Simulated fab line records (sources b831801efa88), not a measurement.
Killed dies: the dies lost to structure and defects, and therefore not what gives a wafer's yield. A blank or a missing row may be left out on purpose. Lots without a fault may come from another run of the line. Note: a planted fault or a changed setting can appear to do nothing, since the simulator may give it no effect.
Comparing a struck lot with a sound one | flow sfq_line | 14 steps out of a route of 325
Sound: wafers L808.4, L808.5, L808.6. Wafers struck: L819.3, L819.4, L819.6. The cause comes at the end.
For every step that has rows: the tool of each side, followed by ch and its chambers, followed by its first start. Under that, the readings that differ: sound wafers | struck wafers | difference of the means | sigmas: that difference in standard deviations of wafers without a fault.
alike: readings whose means differ by less than 2 such deviations, and words and numbers that are the same on both sides. not compared: withheld readings, readings that some wafer has no value for, bounds like >300 that may hide the same value, and numbers for which the record gives no deviation and whose values overlap.
The two part at a step that has a row with sigmas, a row that says differs or no value, or rows on one side only. Numbers that don't overlap but have no deviation are shown without sigmas and don't part them. Lack of a reading on every wafer of one side parts them only where that side has two or more wafers.

SFQ_TRILAYER_M2_BARC_OPEN_METAL_ETCH_077: etches BARC in O2, target depth 125 nm, time 41.7 s.
  sound on rie_metal-01 ch 0,1, day 32 23:33; struck on rie_metal-03 ch 1, day 43 01:14
  reading                      | sound       | struck      | difference | sigmas
  he_backside_leak_sccm (sccm) | 3.2 3.0 3.2 | 3.4 3.5 5.8 | +1.1       | +4
  alike: drypump_motor_current_A, oes_product_au
  not compared: rf_hours_counter_h
SFQ_TRILAYER_M2_ETCH_METAL_ETCH_060: etches Nb in Cl2/Ar, stops on SiO2, target depth 240 nm, time 120 s.
  sound on rie_metal-01 ch 0,1, day 32 23:38; struck on rie_metal-03 ch 1, day 43 01:28
  alike: drypump_motor_current_A, he_backside_leak_sccm, oes_product_au
  not compared: rf_hours_counter_h
SFQ_TRILAYER_M2_STRIP_STRIP_061: strips in O2.
  sound on rie_metal-01 ch 0,1, day 32 23:55; struck on rie_metal-03 ch 1, day 43 02:13
  alike: drypump_motor_current_A, he_backside_leak_sccm, oes_product_au
  not compared: rf_hours_counter_h
then, 2 steps without rows for these wafers: SFQ_TRILAYER_M2_STRIP_SOLV_CLEAN_062 (cleans in NMP, time 600 s); SFQ_TRILAYER_I2_DEP_PECVD_063 (deposits SiO2 from SiH4/N2O, time 111.11 s, target thk 500 nm).
SFQ_TRILAYER_I2_CMP_CMP_064: polishes SiO2.
  sound on cmp-02 ch 1,2,3, day 34 22:08; struck on cmp-01 ch 0,1,3, day 43 07:14
  alike: motor_current_A, time_to_endpoint_s
SFQ_I2_BOW_MEAS_917:
  sound on film_metro-01 at day 34 23:41; struck on film_metro-01 at day 43 10:16
  alike: I2_BOW
SFQ_TRILAYER_I2_METRO_MEASURE_065:
  sound on film_metro-01 at day 35 00:21; struck on film_metro-01 at day 43 10:45
  alike: thk_nm
then, 4 steps without rows for these wafers: SFQ_TRILAYER_I2_VIA_LITHO_COAT_072 (resist thk 62 nm); SFQ_TRILAYER_I2_VIA_LITHO_COAT_067 (resist thk 650 nm); SFQ_TRILAYER_I2_VIA_LITHO_SOFTBAKE_071; SFQ_TRILAYER_I2_VIA_LITHO_EXPOSE_068 (exposes mask I2, target cd 500 nm).
SFQ_TRILAYER_I2_VIA_LITHO_PEB_070: peb time 60 s.
  struck on litho_track-03, day 43 17:01; sound on litho_track-02 ch 0, day 40 00:35
  no value came back on the struck wafers for chill_plate_temp_C (C), exhaust_pa (Pa), resist_line_temp_C (C); on the sound wafers chill_plate_temp_C (C) reads 22.86 22.91 23.02
then, 1 step without rows for these wafers: SFQ_TRILAYER_I2_VIA_LITHO_DEVELOP_069 (time 60 s).

## WHERE THEY PART
Last at SFQ_TRILAYER_I2_VIA_LITHO_PEB_070 as far as this record goes, first at SFQ_TRILAYER_M2_BARC_OPEN_METAL_ETCH_077.

WHY: what the simulator had put in
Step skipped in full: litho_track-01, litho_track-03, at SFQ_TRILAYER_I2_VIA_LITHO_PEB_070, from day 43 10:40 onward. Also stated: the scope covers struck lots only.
